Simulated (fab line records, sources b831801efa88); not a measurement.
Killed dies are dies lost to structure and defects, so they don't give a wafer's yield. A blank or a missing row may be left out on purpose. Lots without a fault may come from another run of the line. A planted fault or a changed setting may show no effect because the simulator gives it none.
fab line records | flow sky130
record lots=7 wafers=19 last_day=50
route steps=708 shown PWDE@52 NWELL@56 PAD_OPEN@708
lots that met no fault: from a run of the same line without faults
start_h: hours from the record's first day to the start of the lot's first wafer shown | wait_h: hours since the lot's step before | " the same as in the row above | L1.1+2: a row that stands for several wafers | - no value, or no start given | * or withheld: withheld | < > ~ a bound
route shown NAME@n: a module of which the file shows steps, and the number in the route of the first | usual: mean/standard deviation of fault-free wafers | same: alike in all rows | chamber/n: place in a boat | sites: the reading at each site | _std_site: their standard deviation | _edge_site: outer sites' mean less inner sites' | radius_mm: how far each site lies from the wafer's centre | mask NAME#n: copy n | behind: the tool/chamber that last shaped the wafer | hold: why the lot was held/for how many hours/how that ended | device: the transistor (n, p or np) that didn't switch | end of line: the same wafers' tests at the end of the route | a step without rows: its recipe alone | killed: dies lost to structure and defects at the first sort, not the wafer's yield | map: a wafer's dies, x killed, . not, _ none there
set.NAME: the setting as run; set.NAME@STEP: as run at that earlier step | model.NAME: the simulator's own value behind a step, which no gauge read
lots at some steps of the route; a table a step, a row a wafer
services: from which hour (start_h, from the record's first day; less than 0 if before it) a tool's chamber was out of use, for how many hours, and why
## steps
# step SKY_PWDE_OVL_MEAS_07
# usual PWDE_OVL=-1.7/1.4
# columns lot.wafer tool chamber start_h wait_h PWDE_OVL[nm]
L400.3 overlay-02 - 76.98 - -3.5
L400.4 " - " " -4.5
L400.5 " - " " -3.2
L403.2 overlay-02 - 95.72 - -2.4
L403.3 " - " " -0.5
L403.5 " - " " -0.9
L405.1 overlay-02 - 104.57 - -3.6
L405.4 " - " " -3.4
L405.5 " - " " -3.1
L408.1 overlay-01 - 123.93 - -0.1
L408.6 " - " " -2.0
L410.1 overlay-02 - 133.42 - -2.2
L410.5 " - " " -0.5
L412.3 overlay-02 - 145.19 - -1.4
L412.4 " - " " -1.5
L412.6 " - " " -2.4
L420.2 overlay-02 - 189.97 - -2.4
L420.4 " - " " -2.4
L420.5 " - " " -2.3
# step SKY_PWDE_IMPLANT_08
# recipe species=B energy_kev=150 dose_cm2=3.6e+12 tilt_deg=withheld
# step SKY_PWDE_STRIP_09
# recipe chemistry=O2/N2 power_w=1400 pressure_mtorr=1500 platen_temp_c=withheld o2_flow_sccm=3000 n2_flow_sccm=300 overash_fraction=0.5
# usual drypump_motor_current_A=5.7/0.53 oes_product_au=0.722/0.0049 strip_time_to_endpoint_s=36.89/0.11
# columns lot.wafer tool chamber start_h wait_h drypump_motor_current_A oes_product_au rf_hours_counter_h strip_time_to_endpoint_s
L400.3 plasma_asher-04 1 77.19 0.1 5.2 0.727 - 37.07
L400.4 " 0 " " 6.2 0.721 - 37.13
L400.5 " 0 " " 6.2 0.731 - 37.17
L403.2 plasma_asher-02 1 95.90 0.1 5.5 0.717 28 36.76
L403.3 " 1 " " 5.5 0.718 - 36.83
L403.5 " 0 " " 6.1 0.720 - 36.86
L405.1 plasma_asher-02 0 104.75 0.1 6.1 0.720 29 36.83
L405.4 " 0 " " 6.1 0.726 - 36.84
L405.5 " 0 " " 6.1 0.720 - 36.85
L408.1 plasma_asher-04 0 124.12 0.1 6.1 0.727 46 36.93
L408.6 " 1 " " 5.1 0.718 - 37.07
L410.1 plasma_asher-02 0 133.61 0.1 6.1 0.730 33 36.80
L410.5 " 0 " " 6.1 0.714 - 36.83
L412.3 plasma_asher-01 0 145.40 0.1 6.4 0.720 - 37.04
L412.4 " 1 " " 5.0 0.724 - 37.05
L412.6 " 0 " " 6.4 0.729 - 37.03
L420.2 plasma_asher-04 0 190.15 0.1 6.1 0.723 53 36.83
L420.4 " 0 " " 6.1 0.727 - 36.88
L420.5 " 0 " " 6.1 0.720 - 36.88
# step SKY_PWDE_TW_MEAS_10
# usual PWDE_TW=377.7/2.7
# columns lot.wafer tool chamber start_h wait_h PWDE_TW
L400.3 film_metro-02 - 77.27 0.1 376.4
L400.4 " - " " 375.4
L400.5 " - " " 374.9
L403.2 film_metro-01 - 96.01 0.1 375.5
L403.3 " - " " 377.5
L403.5 " - " " 374.5
L405.1 film_metro-01 - 104.85 0.1 376.8
L405.4 " - " " 377.1
L405.5 " - " " 375.7
L408.1 film_metro-01 - 124.22 0.1 378.4
L408.6 " - " " 377.1
L410.1 film_metro-02 - 133.71 0.1 376.4
L410.5 " - " " 374.9
L412.3 film_metro-04 - 145.49 0.1 378.3
L412.4 " - " " 379.6
L412.6 " - " " 377.6
L420.2 film_metro-01 - 190.26 0.1 376.5
L420.4 " - " " 376.4
L420.5 " - " " 376.8
# step SKY_NWELL_DEHYDRATE_03
# recipe temp_c=200 time_s=60
# step SKY_NWELL_HMDS_04
# recipe prime_time_s=60 prime_temp_c=120
# step SKY_NWELL_COAT_05
# recipe spin_rpm=2000 resist_thk_nm=3000
# step SKY_NWELL_SOFTBAKE_06
# recipe temp_c=110 time_s=withheld
# step SKY_NWELL_EXPOSE_07
# recipe mask_id=NWM na=0.6 source_shape=conventional sigma_outer=0.6 polarization=unpolarized target_cd_nm=840 dose_mj=255
# step SKY_NWELL_PEB_08
# recipe temp_c=115 time_s=withheld
# step SKY_NWELL_DEVELOP_09
# recipe wall_angle_deg=90 developer=TMAH develop_time_s=60 dev_temp_c=23
# step SKY_NWELL_OVL_MEAS_10
# usual NWELL_00_OVL=0.3/1.7
# columns lot.wafer tool chamber start_h wait_h NWELL_00_OVL[nm]
L400.3 overlay-02 - 93.63 - -1.4
L400.4 " - " " -1.3
L400.5 " - " " -0.3
L403.2 overlay-02 - 113.61 - -2.2
L403.3 " - " " -2.4
L403.5 " - " " -1.9
L405.1 overlay-01 - 123.20 - -2.2
L405.4 " - " " -1.6
L405.5 " - " " -1.9
L408.1 overlay-01 - 143.52 - 4.3
L408.6 " - " " 3.1
L410.1 overlay-02 - 152.12 - -1.1
L410.5 " - " " -0.8
L412.3 overlay-01 - 163.66 - 1.6
L412.4 " - " " 0.6
L412.6 " - " " 1.5
L420.2 overlay-02 - 209.57 - -1.2
L420.4 " - " " -2.5
L420.5 " - " " -1.5
# step SKY_NWELL_IMPLANT_11
# recipe species=P energy_kev=400 dose_cm2=1.9e+13 tilt_deg=withheld
# usual beam_on_s=10.00/0.18 dose_ions_cm2=1.8994e+13/2.1e+10 end_station_pressure_torr=5.09e-06/2.9e-07 faraday_current_uA=107.2/1.9
# columns lot.wafer tool chamber start_h wait_h beam_on_s dose_ions_cm2 end_station_pressure_torr faraday_current_uA
L400.3 implanter-04 0 93.70 0.1 9.78 1.9014e+13 5.27e-06 109.9
L400.4 " 0 " " 10.02 1.8982e+13 4.83e-06 106.9
L400.5 " 0 " " 10.09 1.9014e+13 4.91e-06 106.8
L403.2 implanter-01 0 113.66 0.0 10.21 1.9005e+13 4.4e-06 105.2
L403.3 " 0 " " 10.13 1.9012e+13 4.92e-06 106.1
L403.5 " 0 " " 9.77 1.9009e+13 5.26e-06 109.6
L405.1 implanter-04 0 123.23 0.0 8.28 1.9009e+13 4.87e-06 129.1
L405.4 " 0 " " 9.98 1.9014e+13 5.49e-06 107.5
L405.5 " 0 " " 10.02 1.9009e+13 4.79e-06 107.0
L408.1 implanter-04 0 143.55 0.0 8.56 1.8948e+13 4.68e-06 124.9
L408.6 " 0 " " 9.93 1.897e+13 4.64e-06 108.2
L410.1 implanter-04 0 152.16 0.0 8.35 1.9009e+13 5.49e-06 127.9
L410.5 " 0 " " 10.45 1.9009e+13 5.09e-06 102.5
L412.3 implanter-03 0 163.73 0.1 9.87 1.9035e+13 4.95e-06 108.0
L412.4 " 0 " " 9.82 1.8992e+13 5.36e-06 109.2
L412.6 " 0 " " 9.89 1.9016e+13 5.11e-06 107.6
L420.2 implanter-03 0 209.63 0.0 9.88 1.8996e+13 4.81e-06 108.2
L420.4 " 0 " " 9.88 1.8988e+13 5.4e-06 108.4
L420.5 " 0 " " 9.98 1.9023e+13 5e-06 107.2
# step SKY_NWELL_IMPLANT_12
# recipe species=P energy_kev=120 dose_cm2=1.3e+12 tilt_deg=withheld
# step SKY_NWELL_IMPLANT_13
# recipe species=P energy_kev=50 dose_cm2=7e+11 tilt_deg=withheld
# step SKY_NWELL_STRIP_14
# recipe chemistry=O2/N2 power_w=1400 pressure_mtorr=1500 platen_temp_c=withheld o2_flow_sccm=3000 n2_flow_sccm=300 overash_fraction=0.5
# usual drypump_motor_current_A=5.7/0.52 oes_product_au=0.722/0.0045 strip_time_to_endpoint_s=36.93/0.1
# columns lot.wafer tool chamber start_h wait_h drypump_motor_current_A oes_product_au rf_hours_counter_h strip_time_to_endpoint_s
L400.3 plasma_asher-01 1 94.14 0.1 5.0 0.726 - 36.91
L400.4 " 0 " " 6.4 0.722 - 36.88
L400.5 " 0 " " 6.4 0.725 - 36.82
L403.2 plasma_asher-01 0 114.09 0.1 6.4 0.718 40 36.86
L403.3 " 1 " " 5.0 0.719 - 36.90
L403.5 " 1 " " 5.0 0.719 - 36.79
L405.1 plasma_asher-04 1 123.68 0.1 5.2 0.723 46 36.96
L405.4 " 0 " " 6.1 0.729 - 36.86
L405.5 " 0 " " 6.1 0.722 - 36.95
L408.1 plasma_asher-04 0 144.00 0.1 6.1 0.719 48 36.94
L408.6 " 1 " " 5.2 0.720 - 36.87
L410.1 plasma_asher-04 0 152.61 0.1 6.1 0.718 49 36.87
L410.5 " 0 " " 6.1 0.732 - 36.84
L412.3 plasma_asher-03 0 164.17 0.1 5.8 0.722 - 36.96
L412.4 " 1 " " 5.8 0.731 - 37.03
L412.6 " 0 " " 5.8 0.723 - 36.93
L420.2 plasma_asher-04 0 210.05 0.1 6.1 0.723 55 36.86
L420.4 " 0 " " 6.1 0.719 - 36.88
L420.5 " 1 " " 5.2 0.718 - 36.95
# step SKY_NWELL_TW_MEAS_15
# usual NWELL_TW=1837/15
# columns lot.wafer tool chamber start_h wait_h hold NWELL_TW
L400.3 film_metro-04 - 94.22 0.1 - 1852
L400.4 " - " " - 1857
L400.5 " - " " - 1856
L403.2 film_metro-01 - 114.20 0.1 - 1825
L403.3 " - " " - 1821
L403.5 " - " " - 1816
L405.1 film_metro-04 - 123.78 0.1 await_dispo/0.2h/release 1759
L405.4 " - " " await_dispo/0.2h/release 1863
L405.5 " - " " await_dispo/0.2h/release 1858
L405.1 film_metro-04 - 124.01 0.2 - 1754
L405.4 " - " " - 1864
L405.5 " - " " - 1868
L408.1 film_metro-01 - 144.10 0.1 await_dispo/0.2h/release 1726
L408.6 " - " " await_dispo/0.2h/release 1828
L408.1 film_metro-01 - 144.33 0.2 - 1750
L408.6 " - " " - 1832
L410.1 film_metro-01 - 152.71 0.1 await_dispo/0.2h/release 1731
L410.5 " - " " await_dispo/0.2h/release 1821
L410.1 film_metro-01 - 152.93 0.2 - 1724
L410.5 " - " " - 1825
L412.3 film_metro-04 - 164.25 0.1 - 1855
L412.4 " - " " - 1857
L412.6 " - " " - 1856
L420.2 film_metro-02 - 210.16 0.1 - 1821
L420.4 " - " " - 1806
L420.5 " - " " - 1818
# step SKY_NWELL_HMDS_17
# recipe prime_time_s=60 prime_temp_c=120
# step SKY_NWELL_COAT_18
# recipe spin_rpm=2000 resist_thk_nm=3000
# step SKY_NWELL_SOFTBAKE_19
# recipe temp_c=110 time_s=withheld
# step SKY_NWELL_EXPOSE_20
# recipe mask_id=NWM_COMPLEMENT na=0.6 source_shape=conventional sigma_outer=0.6 polarization=unpolarized target_cd_nm=840 dose_mj=260
# step SKY_NWELL_PEB_21
# recipe temp_c=115 time_s=withheld
# step SKY_NWELL_DEVELOP_22
# recipe wall_angle_deg=90 developer=TMAH develop_time_s=60 dev_temp_c=23
# step SKY_NWELL_OVL_MEAS_23
# usual NWELL_01_OVL=0.1/1.2
# columns lot.wafer tool chamber start_h wait_h NWELL_01_OVL[nm]
L400.3 overlay-02 - 110.98 - -0.9
L400.4 " - " " -0.9
L400.5 " - " " -1.6
L403.2 overlay-02 - 132.78 - -1.5
L403.3 " - " " -1.5
L403.5 " - " " -1.1
L405.1 overlay-01 - 142.52 - -2.2
L405.4 " - " " -1.0
L405.5 " - " " 0.7
L408.1 overlay-01 - 162.92 - 1.2
L408.6 " - " " 2.6
L410.1 overlay-02 - 171.25 - 0.3
L410.5 " - " " -1.0
L412.3 overlay-01 - 183.73 - 1.2
L412.4 " - " " -0.4
L412.6 " - " " 1.5
L420.2 overlay-01 - 230.38 - -0.5
L420.4 " - " " 0.9
L420.5 " - " " 1.1
# step SKY_NWELL_IMPLANT_24
# recipe species=B energy_kev=140 dose_cm2=9.2e+12 tilt_deg=withheld
# step SKY_NWELL_STRIP_25
# recipe chemistry=O2/N2 power_w=1400 pressure_mtorr=1500 platen_temp_c=withheld o2_flow_sccm=3000 n2_flow_sccm=300 overash_fraction=0.5
# usual drypump_motor_current_A=5.7/0.47 oes_product_au=0.723/0.0046 strip_time_to_endpoint_s=36.92/0.12
# columns lot.wafer tool chamber start_h wait_h drypump_motor_current_A oes_product_au rf_hours_counter_h strip_time_to_endpoint_s
L400.3 plasma_asher-04 0 111.19 0.1 6.2 0.721 - 36.95
L400.4 " 1 " " 5.2 0.729 - 37.03
L400.5 " 1 " " 5.2 0.732 - 36.85
L403.2 plasma_asher-04 1 132.96 0.1 5.2 0.721 47 36.78
L403.3 " 1 " " 5.2 0.727 - 36.88
L403.5 " 0 " " 6.1 0.725 - 36.96
L405.1 plasma_asher-01 1 142.71 0.1 5.0 0.718 41 37.04
L405.4 " 0 " " 6.4 0.721 - 37.02
L405.5 " 1 " " 5.0 0.717 - 37.04
L408.1 plasma_asher-01 0 163.11 0.1 6.4 0.721 43 36.86
L408.6 " 1 " " 5.0 0.719 - 36.84
L410.1 plasma_asher-04 0 171.43 0.1 6.1 0.712 50 36.90
L410.5 " 1 " " 5.2 0.722 - 36.80
L412.3 plasma_asher-03 0 183.94 0.1 5.7 0.719 - 36.89
L412.4 " 1 " " 5.7 0.723 - 36.86
L412.6 " 0 " " 5.7 0.723 - 36.81
L420.2 plasma_asher-03 1 230.56 0.1 5.7 0.722 11 36.79
L420.4 " 1 " " 5.7 0.720 - 36.91
L420.5 " 0 " " 5.8 0.733 - 36.86
# step SKY_NWELL_TW_MEAS_26
# usual NWELL_2_TW=502/4
# columns lot.wafer tool chamber start_h wait_h NWELL_2_TW
L400.3 film_metro-01 - 111.28 0.1 498
L400.4 " - " " 500
L400.5 " - " " 499
L403.2 film_metro-01 - 133.07 0.1 501
L403.3 " - " " 501
L403.5 " - " " 500
L405.1 film_metro-01 - 142.81 0.1 501
L405.4 " - " " 501
L405.5 " - " " 500
L408.1 film_metro-04 - 163.21 0.1 504
L408.6 " - " " 506
L410.1 film_metro-02 - 171.53 0.1 498
L410.5 " - " " 500
L412.3 film_metro-01 - 184.03 0.1 501
L412.4 " - " " 501
L412.6 " - " " 500
L420.2 film_metro-02 - 230.67 0.1 500
L420.4 " - " " 502
L420.5 " - " " 500
# step SKY_NWELL_CLEAN_27
# recipe chemistry=SC1/SC2 mix=1:4:20 temp_c=70 time_s=150 dry=n2_spin
# step SKY_NWELL_RTA_28
# recipe temp_c=1050 time_s=30 idle_temp_c=650 ramp_up_c_per_s=150 ramp_down_c_per_s=90 ambient=N2
# usual lamp_power_pct=25.31/0.05 ramp_up_c_per_s=150.00/0.028 wafer_temp_C_max=1054.8/0.98
# columns lot.wafer tool chamber start_h wait_h lamp_power_pct ramp_up_c_per_s wafer_temp_C_max
L400.3 rtp_anneal-02 0 111.40 0.0 25.33 150.04 1055.4
L400.4 " 0 " " 25.32 149.96 1053.4
L400.5 " 0 " " 25.22 149.98 1053.8
L403.2 rtp_anneal-01 0 133.19 0.0 25.32 149.98 1054.8
L403.3 " 0 " " 25.24 150.00 1056.3
L403.5 " 0 " " 25.25 150.04 1055.2
L405.1 rtp_anneal-01 0 142.92 0.0 25.22 150.03 1053.5
L405.4 " 0 " " 25.32 150.05 1054.3
L405.5 " 0 " " 25.38 150.00 1055.0
L408.1 rtp_anneal-02 0 163.32 0.0 25.37 149.99 1054.0
L408.6 " 0 " " 25.34 150.02 1055.2
L410.1 rtp_anneal-02 0 171.65 0.0 25.37 150.03 1055.0
L410.5 " 0 " " 25.36 150.00 1053.5
L412.3 rtp_anneal-02 0 184.15 0.0 25.20 150.03 1054.9
L412.4 " 0 " " 25.28 150.01 1055.3
L412.6 " 0 " " 25.29 150.01 1053.7
L420.2 rtp_anneal-01 0 230.83 0.0 25.24 149.99 1054.4
L420.4 " 0 " " 25.33 150.04 1058.3
L420.5 " 0 " " 25.32 150.02 1053.8
# step SKY_NWELL_RS_MEAS_29
# recipe thk_meas_gauge=four-point-probe
# usual NWELL_RS=624.8/1.5
# columns lot.wafer tool chamber start_h wait_h hold NWELL_RS[ohm/sq]
L400.3 film_metro-04 - 111.51 0.1 - 622.0
L400.4 " - " " - 622.9
L400.5 " - " " - 622.0
L403.2 film_metro-04 - 133.29 0.1 - 625.3
L403.3 " - " " - 625.2
L403.5 " - " " - 626.6
L405.1 film_metro-04 - 143.02 0.1 await_dispo/0.2h/release 684.9
L405.4 " - " " await_dispo/0.2h/release 623.8
L405.5 " - " " await_dispo/0.2h/release 623.7
L405.1 film_metro-04 - 143.38 0.3 - 684.7
L405.4 " - " " - 623.1
L405.5 " - " " - 624.6
L408.1 film_metro-02 - 163.42 0.1 await_dispo/0.2h/release 689.6
L408.6 " - " " await_dispo/0.2h/release 624.3
L408.1 film_metro-02 - 163.78 0.3 - 688.3
L408.6 " - " " - 626.2
L410.1 film_metro-04 - 171.75 0.1 await_dispo/0.2h/release 683.6
L410.5 " - " " await_dispo/0.2h/release 624.9
L410.1 film_metro-04 - 172.11 0.3 - 685.0
L410.5 " - " " - 623.6
L412.3 film_metro-02 - 184.26 0.1 - 625.8
L412.4 " - " " - 624.9
L412.6 " - " " - 625.0
L420.2 film_metro-04 - 230.94 0.1 - 624.3
L420.4 " - " " - 622.9
L420.5 " - " " - 623.0
# step SKY_PAD_OPEN_PROBE_99
# usual killed_at_M0_to_M3=42/7.4 killed_at_M4_up=3.4/1.8 killed_at_contacts=25/5.4 killed_at_front_end=15/4.4 killed_at_other=0.2/0.52 killed_dies=86/9.3 killed_open=47/7.6 killed_short=39/6.5
# same gross_dies=492 killed_at_back_side=0
# columns lot.wafer tool chamber start_h wait_h killed_at_M0_to_M3 killed_at_M4_up killed_at_contacts killed_at_front_end killed_at_other killed_dies killed_open killed_short model.etest.nfet_16v.r_on_ohm_um model.etest.res_nwell.line_ohm_um model.etest.res_nwell.rs_ohm_sq model.etest.tip_p_5v.rs_ohm_sq model.etest.res_nwell.width_nm model.etest.field_p.vt_v model.etest.pfet_g5v0d10v5.off_log10_a_um model.etest.pfet_01v8_lvt.off_log10_a_um
L400.3 prober-02 - 1076.26 0.2 42 3 31 14 0 90 44 46 1.435e+04 1182 979 2847 837.1 -42.93 -12.51 -9.14
L400.4 prober-02 - 1076.31 0.2 36 3 27 8 1 75 39 36 1.425e+04 1134 952.3 2862 836 -41.69 -12.62 -8.973
L400.5 prober-02 - 1076.36 0.2 39 1 25 16 1 82 44 38 1.432e+04 1139 956.9 2863 834.7 -41.74 -12.33 -9.132
L403.2 prober-01 - 1100.01 0.1 48 5 22 16 0 91 55 36 1.422e+04 1088 914.8 2844 842.8 -39.96 -12.6 -8.947
L403.3 prober-01 - 1100.06 0.2 53 9 37 7 0 106 63 43 1.422e+04 1081 904.2 2827 841.8 -39.32 -12.53 -8.999
L403.5 prober-01 - 1100.16 0.2 30 6 37 20 1 94 59 35 1.413e+04 1104 914.7 2814 843.8 -39.98 -12.71 -9.089
L405.1 prober-01 - 1112.12 0.1 37 2 26 28 0 93 45 48 1.496e+04 1228 1017 2824 823.1 -36.16 -11.96 -8.405
L405.4 prober-01 - 1112.27 0.2 40 6 26 15 0 87 49 38 1.43e+04 1126 928.5 2857 834.3 -40.84 -12.57 -8.746
L405.5 prober-01 - 1112.32 0.2 43 5 17 18 1 84 48 36 1.453e+04 1090 915.4 2875 836 -39.43 -12.57 -8.893
L408.1 prober-02 - 1128.65 0.1 34 2 27 12 0 75 40 35 1.499e+04 1378 1146 2817 832.2 -40.29 -12.04 -8.609
L408.6 prober-02 - 1128.90 0.2 33 4 24 23 0 84 47 37 1.399e+04 1204 1016 2862 838.6 -43.63 -12.73 -8.871
L410.1 prober-02 - 1138.21 0.1 37 4 26 12 0 79 40 39 1.466e+04 1226 1037 2819 835.1 -37.41 -12.15 -8.65
L410.5 prober-02 - 1138.41 0.2 60 5 24 17 0 106 59 47 1.405e+04 1100 923.1 2863 841.5 -40.49 -12.57 -8.866
L412.3 prober-02 - 1143.70 0.2 29 5 29 17 0 80 39 41 1.392e+04 1153 975 2851 846.2 -42.05 -12.8 -8.903
L412.4 prober-02 - 1143.75 0.2 40 3 19 21 0 83 40 43 1.393e+04 1115 934.6 2878 841 -39.86 -12.81 -8.915
L412.6 prober-02 - 1143.85 0.2 37 2 25 14 1 79 38 41 1.394e+04 1146 958 2881 840.6 -41.9 -12.68 -8.8
L420.2 prober-01 - 1188.20 0.1 35 5 33 13 0 86 43 43 1.401e+04 1111 945.2 2847 849.1 -42.34 -12.1 -8.674
L420.4 prober-01 - 1188.30 0.2 38 3 21 6 0 68 44 24 1.414e+04 1088 924 2872 843.9 -41 -12 -8.958
L420.5 prober-01 - 1188.35 0.2 31 5 30 17 0 83 46 37 1.403e+04 1072 904.1 2854 835.6 -40.32 -12.35 -8.731
# killed by level:class
L400.3 CONTACT:geometric_particle:open=12 METAL1:geometric_particle:short=9 LI_CONTACT:geometric_particle:open=9 FIELD_ISO:geometric_particle:short=7 VIA1:geometric_particle:short=6 VIA1:geometric_particle:open=6 VIA2:geometric_particle:open=6 METAL2:geometric_particle:short=5
L400.4 VIA1:geometric_particle:open=12 CONTACT:geometric_particle:open=10 CONTACT:geometric_particle:short=10 METAL2:geometric_particle:short=4 VIA2:geometric_particle:open=4 VIA3:geometric_particle:open=4 POLY_GATE:geometric_particle:short=3 LI_CONTACT:geometric_particle:open=3
L400.5 CONTACT:geometric_particle:open=12 VIA1:geometric_particle:open=8 VIA3:geometric_particle:open=6 VIA2:geometric_particle:open=5 FIELD_ISO:geometric_particle:open=4 CONTACT:geometric_particle:short=4 LOCAL_INTERCONNECT:geometric_particle:short=4 POLY_GATE:geometric_particle:short=4
L403.2 VIA1:geometric_particle:open=12 CONTACT:geometric_particle:open=11 VIA3:geometric_particle:open=10 FIELD_ISO:geometric_particle:open=5 METAL1:geometric_particle:short=5 VIA1:geometric_particle:short=5 CONTACT:geometric_particle:short=4 METAL3:geometric_particle:short=4
L403.3 CONTACT:geometric_particle:open=15 VIA1:geometric_particle:open=12 VIA3:geometric_particle:open=12 LI_CONTACT:geometric_particle:open=9 METAL1:geometric_particle:short=9 CONTACT:geometric_particle:short=7 METAL4:geometric_particle:short=5 LOCAL_INTERCONNECT:geometric_particle:short=4
L403.5 LI_CONTACT:geometric_particle:open=16 CONTACT:geometric_particle:open=10 FIELD_ISO:geometric_particle:open=9 VIA1:geometric_particle:open=9 VIA3:geometric_particle:open=6 METAL4:geometric_particle:short=5 FIELD_ISO:geometric_particle:short=4 POLY_GATE:geometric_particle:short=4
L405.1 VIA1:geometric_particle:open=11 LI_CONTACT:geometric_particle:open=9 FIELD_ISO:geometric_particle:short=6 POLY_GATE:geometric_particle:short=6 METAL1:geometric_particle:short=6 LI_CONTACT:geometric_particle:short=5 CONTACT:geometric_particle:open=5 VIA2:geometric_particle:short=5
L405.4 VIA1:geometric_particle:open=11 VIA3:geometric_particle:open=9 CONTACT:geometric_particle:open=8 CONTACT:geometric_particle:short=6 METAL2:geometric_particle:short=6 POLY_GATE:geometric_particle:open=5 LOCAL_INTERCONNECT:geometric_particle:short=5 LI_CONTACT:geometric_particle:open=4
L405.5 VIA1:geometric_particle:open=11 VIA1:geometric_particle:short=6 LI_CONTACT:geometric_particle:open=6 VIA2:geometric_particle:open=6 POLY_GATE:geometric_particle:short=5 POLY_GATE:geometric_particle:open=5 CONTACT:geometric_particle:open=5 VIA3:geometric_particle:open=5
L408.1 CONTACT:geometric_particle:open=11 VIA1:geometric_particle:open=11 FIELD_ISO:geometric_particle:short=6 LI_CONTACT:geometric_particle:open=6 METAL2:geometric_particle:short=6 CONTACT:geometric_particle:short=5 VIA1:geometric_particle:short=4 LOCAL_INTERCONNECT:geometric_particle:short=4
L408.6 VIA1:geometric_particle:open=10 FIELD_ISO:geometric_particle:open=6 CONTACT:geometric_particle:short=6 CONTACT:geometric_particle:open=6 FIELD_ISO:geometric_particle:short=4 POLY_GATE:geometric_particle:short=4 POLY_GATE:geometric_particle:open=4 LI_CONTACT:geometric_particle:open=4
L410.1 CONTACT:geometric_particle:open=10 VIA3:geometric_particle:open=7 LOCAL_INTERCONNECT:geometric_particle:short=5 LI_CONTACT:geometric_particle:open=5 VIA1:geometric_particle:open=5 VIA2:geometric_particle:short=5 VIA3:geometric_particle:short=5 FIELD_ISO:geometric_particle:short=4
L410.5 VIA2:geometric_particle:open=14 CONTACT:geometric_particle:open=10 LI_CONTACT:geometric_particle:open=9 VIA1:geometric_particle:open=9 VIA3:geometric_particle:open=9 VIA1:geometric_particle:short=7 METAL1:geometric_particle:short=6 FIELD_ISO:geometric_particle:short=5
L412.3 CONTACT:geometric_particle:open=13 VIA2:geometric_particle:open=8 FIELD_ISO:geometric_particle:short=6 POLY_GATE:geometric_particle:short=5 LI_CONTACT:geometric_particle:open=5 CONTACT:geometric_particle:short=5 METAL4:geometric_particle:short=5 VIA3:geometric_particle:short=4
L412.4 CONTACT:geometric_particle:open=10 VIA1:geometric_particle:open=8 VIA3:geometric_particle:open=8 POLY_GATE:geometric_particle:short=7 FIELD_ISO:geometric_particle:short=5 CONTACT:geometric_particle:short=5 VIA2:geometric_particle:open=5 FIELD_ISO:geometric_particle:open=4
L412.6 VIA1:geometric_particle:open=10 LI_CONTACT:geometric_particle:open=8 CONTACT:geometric_particle:open=7 CONTACT:geometric_particle:short=7 VIA3:geometric_particle:short=7 METAL2:geometric_particle:short=6 POLY_GATE:geometric_particle:open=4 POLY_GATE:geometric_particle:short=3
L420.2 CONTACT:geometric_particle:open=13 LI_CONTACT:geometric_particle:open=9 POLY_GATE:geometric_particle:short=5 VIA1:geometric_particle:open=5 VIA1:geometric_particle:short=5 LOCAL_INTERCONNECT:geometric_particle:short=4 METAL1:geometric_particle:short=4 VIA3:geometric_particle:short=4
L420.4 VIA3:geometric_particle:open=9 VIA2:geometric_particle:open=9 LI_CONTACT:geometric_particle:open=8 METAL1:geometric_particle:short=6 VIA1:geometric_particle:open=6 METAL2:geometric_particle:short=4 CONTACT:geometric_particle:open=4 FIELD_ISO:geometric_particle:open=3
L420.5 CONTACT:geometric_particle:open=13 CONTACT:geometric_particle:short=8 METAL2:geometric_particle:open=6 VIA1:geometric_particle:open=5 POLY_GATE:geometric_particle:short=4 METAL1:geometric_particle:short=4 VIA2:geometric_particle:open=4 METAL4:geometric_particle:short=4
## services
# columns tool chamber start_h hours kind
rtp_anneal-01 - 56.44 1.1 pm
implanter-01 - 59.52 7.6 pm
plasma_asher-04 - 73.36 0.8 repair
implanter-04 - 76.54 3.5 pm
plasma_asher-03 - 80.34 2.8 pm
plasma_asher-03 - 108.75 9.0 pm
plasma_asher-03 0 108.75 9.0 vent_cycle
plasma_asher-03 1 108.75 9.0 vent_cycle
plasma_asher-03 0 117.75 - clean
plasma_asher-03 1 117.75 - clean
implanter-03 - 119.39 5.8 repair
plasma_asher-01 - 121.35 14.6 pm
implanter-03 - 131.47 5.3 pm
implanter-01 - 151.28 6.5 pm
plasma_asher-03 - 159.55 1.3 repair
rtp_anneal-02 - 160.33 0.6 pm
plasma_asher-01 - 177.14 4.3 pm
implanter-03 - 182.36 6.3 repair
implanter-01 - 208.20 6.0 repair
plasma_asher-03 - 210.47 2.5 repair
## key
first_sign step=SKY_NWELL_IMPLANT_11 reading=faraday_current_uA direction=up sigmas=10 usual=107.2 struck=127.3
effect step=SKY_NWELL_IMPLANT_11 reading=beam_on_s direction=down sigmas=8.7 usual=10.00 struck=8.40
effect step=SKY_NWELL_TW_MEAS_15 reading=visit direction=added
effect step=SKY_NWELL_TW_MEAS_15 reading=NWELL_TW direction=down sigmas=6.5 usual=1837 struck=1738
effect step=SKY_NWELL_RS_MEAS_29 reading=visit direction=added
effect step=SKY_NWELL_RS_MEAS_29 reading=NWELL_RS direction=up sigmas=42 usual=624.8 struck=686.0
model_effect step=SKY_PAD_OPEN_PROBE_99 value=etest.nfet_16v.r_on_ohm_um without=1.412e+04 struck=1.487e+04
met_at SKY_NWELL_IMPLANT_11
struck_wafers L405.1,L408.1,L410.1
tester_left_out L405,L408,L410
onset_between 93.70 123.23
fault kind=process_parameter_drift tool=implanter-04 chamber=- onset_h=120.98 steps=SKY_NWELL_IMPLANT_11 channel=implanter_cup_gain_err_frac offset=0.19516 shape=step end_h=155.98 scope=struck_wafers_only
# tester_left_out: of these lots the tester's yield and bins aren't shown, on N5 and GAA mostly nor the transistor test; their killed dies are dies lost to structure and defects alone, not to doping, threshold or leakage, so they don't give the yield
